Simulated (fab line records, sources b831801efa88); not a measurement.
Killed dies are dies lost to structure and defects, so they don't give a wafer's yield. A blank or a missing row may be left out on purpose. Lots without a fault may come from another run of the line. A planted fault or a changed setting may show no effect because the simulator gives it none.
A struck lot beside a sound one | flow sky130 | 44 steps out of a route of 708
Sound: wafers L296.1, L296.2, L296.3. Struck: wafer L300.1. (L300.4, L300.5 of the same lot were not struck and are left out.) The cause comes at the end.
At each step with rows: each side's tool, then ch and its chambers, then its first start. Under that, the readings that differ: sound wafers | struck wafers | difference of the means | sigmas: that difference in standard deviations of wafers without a fault.
alike: readings whose means differ by less than 2 such deviations, and words and numbers that are the same on both sides. not compared: withheld readings, readings that some wafer has no value for, bounds like >300 that may hide the same value, and numbers for which the record gives no deviation and whose values overlap.
The two part at a step that has a row with sigmas, a row that says differs or no value, or rows on one side only. Numbers that don't overlap but have no deviation are shown without sigmas and don't part them. A reading that every wafer of one side lacks parts them only if that side has two wafers or more.

first, 4 steps without rows for these wafers: SKY_VIA3_STRIP_17 (strips in post etch residue remover, time 1200 s); SKY_VIA3_CLEAN_18 (cleans in IPA, time 180 s); SKY_VIA3_CLEAN_19 (cleans in O3/DIW); SKY_VIA3_SPUTTER_20 (material TiN, target thk 20 nm, time 80 s).
SKY_VIA3_CVD_21: deposits W, target thk 390 nm, time 117.31 s.
  sound on cvd_w-02 ch 0,1, day 40 02:41; struck on cvd_w-02 ch 0, day 41 13:02
  alike: heater_power_w
SKY_VIA3_RS_MEAS_22: measures by four-point-probe.
  sound on film_metro-03, day 40 02:48; struck on film_metro-04, day 41 13:10
  alike: VIA3_W_RS
SKY_VIA3_THK_MEAS_23: measures by xrf.
  sound on film_metro-03, day 40 02:55; struck on film_metro-04, day 41 13:17
  alike: VIA3_W_THK
then, 1 step without rows for these wafers: SKY_VIA3_CMP_24 (polishes, stops on SiO2, t overpolish 20 s, target thk 0 nm).
SKY_METAL4_SPUTTER_00: material Ti, target thk 15 nm, time 10 s.
  sound on pvd_sputter-02, day 40 03:17; struck on pvd_sputter-02, day 41 13:39
  alike: throttle_valve_pct
then, 1 step without rows for these wafers: SKY_METAL4_SPUTTER_01 (material TiN, target thk 20 nm, time 16.7 s).
SKY_METAL4_SPUTTER_02: material AlCu, target thk 735 nm, time 39.1 s.
  sound on pvd_sputter-02, day 40 03:20; struck on pvd_sputter-02, day 41 13:41
  alike: throttle_valve_pct
then, 1 step without rows for these wafers: SKY_METAL4_SPUTTER_03 (material Ti, target thk 5 nm, time 3.3 s).
SKY_METAL4_SPUTTER_04: material TiN, target thk 70 nm, time 58.3 s.
  sound on pvd_sputter-02, day 40 03:23; struck on pvd_sputter-02, day 41 13:45
  reading                                    | sound             | struck | difference | sigmas
  model.TiN_of_METAL4_SPUTTER_04.thk_nm (nm) | 71.18 71.02 70.67 | 119.2  | +48.2      |
  alike: throttle_valve_pct
SKY_CAP2M_CVD_00: deposits SiO2, target thk 15.5 nm.
  sound on pecvd-01 ch 0,1,2, day 40 03:26; struck on pecvd-04 ch 0, day 41 13:48
  alike: heater_power_w
SKY_CAP2M_THK_MEAS_01:
  sound on film_metro-03, day 40 03:28; struck on film_metro-03, day 41 13:49
  alike: CAP2M_CVD_00_THK
then, 1 step without rows for these wafers: SKY_CAP2M_SPUTTER_02 (material TiN, target thk 200 nm, time 166.7 s).
SKY_CAP2M_RS_MEAS_03: measures by four-point-probe.
  sound on film_metro-03, day 40 03:38; struck on film_metro-01, day 41 13:59
  alike: CAP2M_TIN_RS
SKY_CAP2M_THK_MEAS_04: measures by xrf.
  sound on film_metro-03, day 40 03:45; struck on film_metro-01, day 41 14:07
  alike: CAP2M_TIN_THK
then, 7 steps without rows for these wafers: SKY_CAP2M_DEHYDRATE_05 (time 60 s); SKY_CAP2M_HMDS_06 (prime time 60 s); SKY_CAP2M_COAT_07 (resist thk 1140 nm); SKY_CAP2M_SOFTBAKE_08 (time 60 s); SKY_CAP2M_EXPOSE_09 (exposes mask CAP2M, target cd 1000 nm); SKY_CAP2M_PEB_10; SKY_CAP2M_DEVELOP_11 (develop time 60 s).
SKY_CAP2M_OVL_MEAS_12:
  sound on overlay-02, day 41 03:07; struck on overlay-02, day 42 13:05
  alike: CAP2M_OVL
SKY_CAP2M_METAL_ETCH_13: etches TiN in Cl2/BCl3, stops on SiO2, target depth 220 nm, time 62.9 s.
  sound on rie_metal-01 ch 0,1, day 41 03:09; struck on rie_metal-02 ch 1, day 42 13:07
  alike: drypump_motor_current_A, oes_product_au, throttle_valve_pct
  not compared: rf_hours_counter_h
then, 12 steps without rows for these wafers: SKY_CAP2M_STRIP_14 (strips in O2/N2); SKY_CAP2M_STRIP_15 (strips in post etch residue remover, time 1200 s); SKY_CAP2M_CLEAN_16 (cleans in IPA, time 180 s); SKY_CAP2M_CLEAN_17 (cleans in O3/DIW); SKY_METAL4_DEHYDRATE_05 (time 60 s); SKY_METAL4_HMDS_06 (prime time 60 s); SKY_METAL4_COAT_07 (resist thk 60 nm); SKY_METAL4_COAT_08 (resist thk 1140 nm); SKY_METAL4_SOFTBAKE_09 (time 90 s); SKY_METAL4_EXPOSE_10 (exposes mask MM4, target cd 300 nm); SKY_METAL4_PEB_11; SKY_METAL4_DEVELOP_12 (develop time 60 s).
SKY_METAL4_CD_MEAS_13: target cd 300 nm.
  sound on cd_sem-01, day 42 04:31; struck on cd_sem-02, day 43 12:28
  alike: cd_nm
SKY_METAL4_OVL_MEAS_14:
  sound on overlay-02, day 42 04:38; struck on overlay-01, day 43 12:35
  reading         | sound   | struck | difference | sigmas
  METAL4_OVL (nm) | -3 -1 1 | 11     | +12        | +2
then, 1 step without rows for these wafers: SKY_METAL4_DESCUM_15 (chemistry O2, time 8 s).
SKY_METAL4_METAL_ETCH_18: etches the open film in Cl2/BCl3, stops on SiO2, target depth 845 nm, time 183.1 s.
  sound on rie_metal-04 ch 0,1, day 42 04:49; struck on rie_metal-03 ch 0, day 43 12:46
  reading               | sound             | struck | difference | sigmas
  oes_product_au (a.u.) | 0.869 0.869 0.873 | 0.893  | +0.023     | +4
  alike: drypump_motor_current_A, throttle_valve_pct
  not compared: rf_hours_counter_h
-- the record jumps here: 4 days lie between the struck wafers' starts before and after (it left off in module METAL4 and takes up again in module PAD_OPEN, whose first step shown is number 708 of the route) --
SKY_PAD_OPEN_PROBE_99:
  sound on prober-02, day 46 03:38; struck on prober-02, day 47 08:02
  reading                       | sound                | struck | difference | sigmas
  sort_bin_3_pad_short (%)      | 0.4 0.6 1.2          | 2.0    | +1.3       | +3
  model.etest.via4_chain.rc_ohm | 0.8226 0.8304 0.7781 | 0.8446 | +0.0342    |
  alike: defect_limited_yield, killed_at_M0_to_M3, killed_at_M4_up, killed_at_contacts, killed_at_front_end, killed_at_other, killed_dies, killed_open, killed_short, sort_bin_5_function, sort_bin_6_memory, sort_n_pass, sort_yield_pct

WHERE THEY PART
First at SKY_METAL4_OVL_MEAS_14; last, within this record, at SKY_PAD_OPEN_PROBE_99.

WHY: what the simulator had put in
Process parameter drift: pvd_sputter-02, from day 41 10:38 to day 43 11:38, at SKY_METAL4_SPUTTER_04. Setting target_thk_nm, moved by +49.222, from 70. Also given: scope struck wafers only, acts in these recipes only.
